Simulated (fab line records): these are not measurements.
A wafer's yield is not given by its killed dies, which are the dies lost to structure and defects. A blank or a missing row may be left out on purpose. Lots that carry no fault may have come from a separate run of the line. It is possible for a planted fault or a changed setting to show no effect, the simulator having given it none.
Matching of chambers | flow sky130 | hdpcvd-02 running SKY_VIA3_HDPCVD_00: 3 sister chambers
The step deposits SiO2, target thk 1635 nm, time 272.5 s. 6 wafers are shown with their chamber, then 9 later ones without.

## EACH WAFER AND ITS CHAMBER
wafer  | chamber | susceptorTempC (C)
L523.4 | 2       | 400.28
L534.4 | 0       | 399.99
L534.6 | 1       | 399.72
L535.1 | 0       | 399.94
L535.2 | 2       | 399.96
L535.6 | 1       | 400.17

## WAFERS MISSING THEIR CHAMBER
wafer  | susceptorTempC (C)
L537.1 | 399.93
L537.3 | 400.10
L537.6 | 399.95
L539.1 | 399.80
L539.4 | 400.02
L539.6 | 399.80
L541.2 | 399.97
L541.3 | 399.94
L541.4 | 399.94

## WHICH CHAMBER EACH ONE RAN IN
wafer  | from the rows above          | in truth
L537.1 | can't be placed: 1 or 0 or 2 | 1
L537.3 | can't be placed: 2 or 0 or 1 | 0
L537.6 | can't be placed: 1 or 0 or 2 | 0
L539.1 | can't be placed: 1 or 0 or 2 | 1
L539.4 | can't be placed: 0 or 1 or 2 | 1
L539.6 | can't be placed: 1 or 0 or 2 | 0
L541.2 | can't be placed: 0 or 1 or 2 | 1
L541.3 | can't be placed: 1 or 0 or 2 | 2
L541.4 | can't be placed: 1 or 0 or 2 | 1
Correct placement for 0 of the 9. Can't be placed from these rows: 9 (the true chamber is among the candidates in 9). 0 placed wrongly.
How it was worked out, from the rows above alone: a wafer's distance from a chamber is the root of the sum, over the readings, of the square of ((its reading less the chamber's mean) divided by the reading's scatter). If the next closest chamber is less than 2 further off than the closest, the wafer can't be placed; otherwise it belongs to the closest. For every chamber, the mean is computed from those of its wafers that are shown. The scatter: take each reading less its chamber's mean, square it, sum over the shown wafers, divide by the number of wafers less the number of chambers, and take the root.
